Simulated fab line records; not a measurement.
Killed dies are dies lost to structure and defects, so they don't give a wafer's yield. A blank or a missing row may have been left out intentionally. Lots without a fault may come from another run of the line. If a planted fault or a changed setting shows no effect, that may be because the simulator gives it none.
Problem report in the 8D (eight disciplines) form, filled by code :: flow sky130 :: the parts of the form that need people (team, actions taken, sign-off) are left out

1. WHAT WENT WRONG
At SKY_PAD_OPEN_PROBE_99, killed_at_M0_to_M3 averages 180 over 4 wafers from 3 lots, while fault-free wafers read 45, standard deviation 6.6. Measured from the usual mean, that is +20 standard deviations.
Seen first at day 49 05:22 on prober-02, wafer L800.6. Wafers with a number at this step in the record: 36, from 12 lots. By rule, "out" or "out of limits" means more than 4 standard deviations away from the usual mean. All remaining wafers that have a number are taken as sound.

2. WHAT IT IS; WHAT IT IS NOT
question: which readings at this step
is: killed_at_M0_to_M3, defect limited yield, killed dies, killed on rim, sort_bin_5_function, sort_bin_6_memory, sort n pass, sort yield pct
is not: killed_at_M4_up, killed at contacts, killed at front end, killed open

question: which lots
is: L800, L801, L802
is not: L785, L786, L788, L789, L790, L791, L792, L793, L807

question: which wafers of those lots
is: L800.6, L801.4, L802.3, L802.6
is not: L800.2, L800.3, L801.2, L801.3, L802.5

question: read on which tools
is: prober-01, prober-02
is not: -

question: when
is: from day 49 05:22
is not: up to then (26 sound wafers); but 6 sound wafers of L801, L802, L807 came after

3. WHAT RULES OUT EACH SUSPECT
Counting: if a tool at a process step up to the reading ran every lot that is out, it stays a suspect. Sound lots after the first of them don't rule it out here, since some wafers of a struck lot are sound.
- cmp-01 at SKY_VIA2_CMP_24 (polishes, stops on SiO2, t overpolish 20 s, target thk 0 nm): kept. Every lot that is out went through it, the first being L800 (day 40 17:23); the last sound lot it ran before that was L793 (day 38 19:37).
- plasma asher-01 at SKY_METAL3_STRIP_19 (strips in O2/N2): kept. Every lot that is out went through it, the first being L800 (day 42 20:15); the last sound lot it ran before that was L793 (day 40 22:54).
- In cmp-01 at SKY_VIA2_CMP_24, the wafers that are out were processed in chamber 1 and their sound lot-mates in chambers 0, 2, 3.
After counting, cmp-01 at SKY_VIA2_CMP_24 and plasma asher-01 at SKY_METAL3_STRIP_19 remain.

4. THE CAUSE (what the simulator had put in)
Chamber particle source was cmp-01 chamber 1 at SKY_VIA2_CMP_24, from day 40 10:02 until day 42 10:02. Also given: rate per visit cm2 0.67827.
Of the 2 suspects that counting leaves, this tool is one.

5. THE EFFECT CHAIN, in route order
Each row: a reading whose mean over the struck wafers that have a number lies more than 3 standard deviations from the usual. Scope: only readings with a usual standard deviation given in the record; hours: median across lots of the time from each lot's start at the first step in this table that gives one to its start at this step; sigmas: change in usual standard deviations.
hours: 0
step: SKY_PAD_OPEN_PROBE_99
reading: defect limited yield
usual: 82.3 %
on struck wafers: 55.7
change: -26.6
sigmas: -14

hours: 0
step: SKY_PAD_OPEN_PROBE_99
reading: killed_at_M0_to_M3
usual: 45
on struck wafers: 180
change: +135
sigmas: +20

hours: 0
step: SKY_PAD_OPEN_PROBE_99
reading: killed dies
usual: 87
on struck wafers: 218
change: +131
sigmas: +14

hours: 0
step: SKY_PAD_OPEN_PROBE_99
reading: killed on rim
usual: 17
on struck wafers: 44
change: +27
sigmas: +7.4

hours: 0
step: SKY_PAD_OPEN_PROBE_99
reading: sort_bin_3_pad_short
usual: 0.9 %
on struck wafers: 2.6
change: +1.7
sigmas: +3.5

hours: 0
step: SKY_PAD_OPEN_PROBE_99
reading: sort_bin_5_function
usual: 10.4 %
on struck wafers: 27.9
change: +17.5
sigmas: +11

hours: 0
step: SKY_PAD_OPEN_PROBE_99
reading: sort_bin_6_memory
usual: 6.4 %
on struck wafers: 13.7
change: +7.3
sigmas: +6.6

hours: 0
step: SKY_PAD_OPEN_PROBE_99
reading: sort n pass
usual: 405
on struck wafers: 274
change: -131
sigmas: -14

hours: 0
step: SKY_PAD_OPEN_PROBE_99
reading: sort yield pct
usual: 82.3 %
on struck wafers: 55.7
change: -26.6
sigmas: -14
Here are the process steps it includes:
- SKY_PAD_OPEN_PROBE_99

6. WHAT WOULD HAVE CAUGHT IT SOONER
In this record the first reading out of limits was taken at day 49 05:22, 211 hours after the fault began at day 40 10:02.
An alarm limit of 4 standard deviations would not have fired on the tool readings at SKY_VIA2_CMP_24 for which the record gives a usual standard deviation, since none of them was out on any struck wafer.
All the lots that are out (3) had begun SKY_VIA2_CMP_24 on cmp-01 by day 49 05:22. None of them would have been spared by holding the tool at that moment.
